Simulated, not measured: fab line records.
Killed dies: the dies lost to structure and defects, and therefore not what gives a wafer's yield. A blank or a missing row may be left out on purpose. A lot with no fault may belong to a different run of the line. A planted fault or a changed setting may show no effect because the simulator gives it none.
Problem report in the 8D (eight disciplines) form, filled by code | flow sky130 | the parts of the form that need people (team, actions taken, sign-off) are left out

== 1. WHAT WENT WRONG ==
Mean of dose_ions_cm2 at SKY_LDD_N_IMPLANT_10: 6.825e+13 across 6 wafers in 2 lots; on wafers with no fault it is 7.499e+13 (standard deviation 7.9e+10). Relative to the usual mean, that is a shift of -85 standard deviations.
Earliest sighting: wafer L952.2 on implanter-04 at day 24 01:49. At this step, 18 wafers from 6 lots have a number in the record. Rule for "out", or "out of limits": more than 4 standard deviations from the usual mean. The other wafers with a number count as sound.

== 2. WHAT IT IS; WHAT IT IS NOT ==
question                    | is                     | is not
which readings at this step | dose_ions_cm2          | -
which lots                  | L952, L954             | L937, L938, L943, L955
which wafers of those lots  | all that have a number | -
read on which tools         | implanter-04           | implanter-01, implanter-02
when                        | from day 24 01:49      | up to then (9 sound wafers); but 3 sound wafers of L955 came after

== 3. WHAT RULES OUT EACH SUSPECT ==
Counting: a tool stays on the suspect list if, at a process step up to the reading, it processed all lots that are out and no sound lot following the first of them.
- implanter-04 at SKY_LDD_N_IMPLANT_10: kept. All lots that are out passed through it, beginning with L952 at day 24 01:49, and no sound lot followed; its final sound lot before that point was L937 at day 18 21:24. Out on those wafers are its own readings of dose_ions_cm2.
After counting, what remains is implanter-04 at SKY_LDD_N_IMPLANT_10.

== 4. THE CAUSE (what the simulator had put in) ==
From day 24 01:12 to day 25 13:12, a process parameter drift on implanter-04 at SKY_LDD_N_IMPLANT_10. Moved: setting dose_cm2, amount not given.
Only this tool survived the counting.

== 5. THE EFFECT CHAIN, in route order ==
Each row: a reading whose mean over the struck wafers that have a number lies more than 3 standard deviations from the usual. Only readings for which the record gives a usual standard deviation are gone through. hours: the time from each lot's start at the first step in this table that gives one to its start at this step, as a median over the lots. sigmas: the change in usual standard deviations.
hours | step                 | reading            | usual     | on struck wafers | change     | sigmas
0     | SKY_LDD_N_IMPLANT_10 | dose_ions_cm2      | 7.499e+13 | 6.825e+13        | -6.740e+12 | -85
0     | SKY_LDD_N_IMPLANT_10 | faraday_current_uA | 424       | 380              | -44        | -5.0
Process steps it contains:
- SKY_LDD_N_IMPLANT_10

== 6. HOW IT WOULD HAVE BEEN CAUGHT EARLIER ==
In this record the first reading out of limits was taken at day 24 01:49, 1 hour after the fault began at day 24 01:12.
